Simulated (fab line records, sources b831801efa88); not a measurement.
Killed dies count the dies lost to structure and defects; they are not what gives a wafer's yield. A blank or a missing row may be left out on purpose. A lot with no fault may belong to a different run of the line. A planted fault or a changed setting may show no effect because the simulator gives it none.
Problem report in the 8D (eight disciplines) form, filled by code || flow gf180mcu || the parts of the form that need people (team, actions taken, sign-off) are left out

## 1. WHAT IS WRONG
spin speed rpm at GF_VT_IMPLANT_COAT_02 reads a mean of 3299.6 rpm on 6 wafers of 2 lots; wafers without a fault read 2999.5 rpm with a standard deviation of 2.3. So: +99 or more standard deviations from the usual mean.
The step: resist thk 1000 nm.
Seen first at day 9 16:41 on litho track-02, wafer L644.2. The record holds 39 wafers of 13 lots with a number at this step. The rule behind "out" and "out of limits": a value lying over 4 standard deviations away from the usual mean. The other wafers with a number count as sound.

## 2. WHAT IT IS, AND WHAT IT ISN'T
{"question": "which readings at this step", "is": "spin speed rpm", "is not": "exhaust pa"}
{"question": "which lots", "is": "L644, L648", "is not": "L627, L629, L630, L631, L632, L633, L634, L636, L637, L639, L641"}
{"question": "which wafers of those lots", "is": "all that have a number", "is not": "-"}
{"question": "read on which tools", "is": "litho track-02", "is not": "litho track-03, litho track-04"}
{"question": "when", "is": "from day 9 16:41", "is not": "up to then (33 sound wafers)"}

## 3. WHAT RULES OUT EACH SUSPECT
Counting: any tool at a process step up to the reading is kept as a suspect provided that every lot that is out went through it and no sound lot did after the first of them.
- litho track-02 at GF_VT_IMPLANT_COAT_02 (resist thk 1000 nm): kept. It ran every lot that is out, first L644 (day 9 16:41), and no sound lot after that; its last sound lot up to then is L639 (day 8 11:56). On those wafers its own readings are out: spin speed rpm.
After counting, what remains is litho track-02 at GF_VT_IMPLANT_COAT_02.

## 4. THE CAUSE (what the simulator had put in)
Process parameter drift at GF_VT_IMPLANT_COAT_02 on litho track-02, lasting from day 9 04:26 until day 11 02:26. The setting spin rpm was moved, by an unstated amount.
Counting left only this tool.

## 5. THE CHAIN OF EFFECTS, in route order
One row per reading whose mean, taken over the struck wafers that have a number, lies over 3 standard deviations from the usual. Readings are gone through only where the record gives a usual standard deviation; hours: the median, over the lots, of the time from a lot's start at the first step in this table giving one to that lot's start at this step; sigmas: the change measured in usual standard deviations.
{"hours": 0, "step": "GF_VT_IMPLANT_COAT_02", "reading": "spin speed rpm", "usual": "2999.5 rpm", "on struck wafers": 3299.6, "change": "+300.1", "sigmas": "+99 or more"}
{"hours": 9, "step": "GF_VT_IMPLANT_STRIP_09", "reading": "strip time to endpoint s", "usual": "12.62 s", "on struck wafers": 12.07, "change": -0.55, "sigmas": -15}
Here are the process steps it includes:
- GF_VT_IMPLANT_COAT_02: resist thk 1000 nm.
- GF_VT_IMPLANT_STRIP_09: strips in O2/N2.

## 6. HOW IT WOULD HAVE BEEN CAUGHT EARLIER
The fault began at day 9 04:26; the first out-of-limits reading in this record came at day 9 16:41, 12 hours later.
